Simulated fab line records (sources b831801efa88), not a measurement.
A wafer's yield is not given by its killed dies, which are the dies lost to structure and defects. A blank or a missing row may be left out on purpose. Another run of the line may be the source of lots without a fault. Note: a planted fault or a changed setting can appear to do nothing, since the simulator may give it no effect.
One fault through the eyes of 2 desks + flow sky130 + what lay behind the numbers comes last; until then each desk has only its own

## AT THE METROLOGY DESK
Lot by lot, what the gauges showed, no matter which tool ran the lot: averages of those sampled wafers that carry a number. Any lot whose mean is over 4 standard deviations away from the usual mean is out of limits and marked OUT; that distance is given in the brackets.
Columns: A = cd-nm at SKY_SONOS_TUNNEL_CD_MEAS_07, usual 409.7 nm; B = SONOS_TUNNEL_TW at SKY_SONOS_TUNNEL_TW_MEAS_12, usual 199.0
| lot  | first seen here | A     | B     |
|------|-----------------|-------|-------|
| L969 | day 12 02:38    | 408.3 | 200.1 |
| L970 | day 12 13:44    | 409.1 | 199.2 |
| L975 | day 13 22:01    | 412.8 | 199.4 |
| L976 | day 14 07:29    | 411.2 | 196.4 |
| L981 | day 16 08:34    | 406.3 | 202.3 |
| L982 | day 16 15:01    | 411.5 | 198.6 |
| L983 | day 16 22:37    | 411.3 | 197.2 |
| L984 | day 17 00:35    | 408.2 | 199.1 |
| L985 | day 17 09:11    | 410.8 | 199.1 |
| L986 | day 17 22:23    | 412.2 | 198.9 |
| L987 | day 18 04:17    | 407.4 | 196.8 |
| L988 | day 18 13:38    | 407.4 | 199.4 |
| L990 | day 19 01:47    | 412.4 | 199.5 |
Finding of this desk: none of the 13 lots has anything out of limits.

## TOOL OWNER'S DESK, implanter-02
SKY_GATE_OXIDE_IMPLANT_11, tool's own readings: per-lot mean of the sampled wafers with a number, covering each lot this tool ran. Any lot whose mean is over 4 standard deviations away from the usual mean is out of limits and marked OUT; that distance is given in the brackets.
Columns: A = beam-energy-keV at SKY_GATE_OXIDE_IMPLANT_11, usual 10.000
| lot  | first seen here | A                        |
|------|-----------------|--------------------------|
| L969 | day 14 16:06    | 10.003                   |
| L975 | day 16 13:34    | 11.143 (+99 or more) OUT |
| L976 | day 17 00:41    | 11.151 (+99 or more) OUT |
| L982 | day 19 13:03    | 10.000                   |
Finding of this desk: L975, L976 out of limits; the first was L975 at day 16 13:34, on beam-energy-keV at SKY_GATE_OXIDE_IMPLANT_11. Within limits: L969, L982.

## BROUGHT TOGETHER
The tool owner's desk had the chance to raise an alarm at day 16 13:34 on L975, L976.
Metrology desk: nothing out of limits seen.
The metrology desk holds a record of L975, L976, inside its limits.
The lots listed all ran SKY_GATE_OXIDE_IMPLANT_11 on implanter-02.

## WHAT HAD BEEN PUT IN BY THE SIMULATOR
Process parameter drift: implanter-02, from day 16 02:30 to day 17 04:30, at SKY_GATE_OXIDE_IMPLANT_11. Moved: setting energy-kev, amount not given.
Lots struck among those shown: L975, L976.
Time in hours from fault onset to the first out-of-limits reading at each desk: the tool owner's desk, 11.
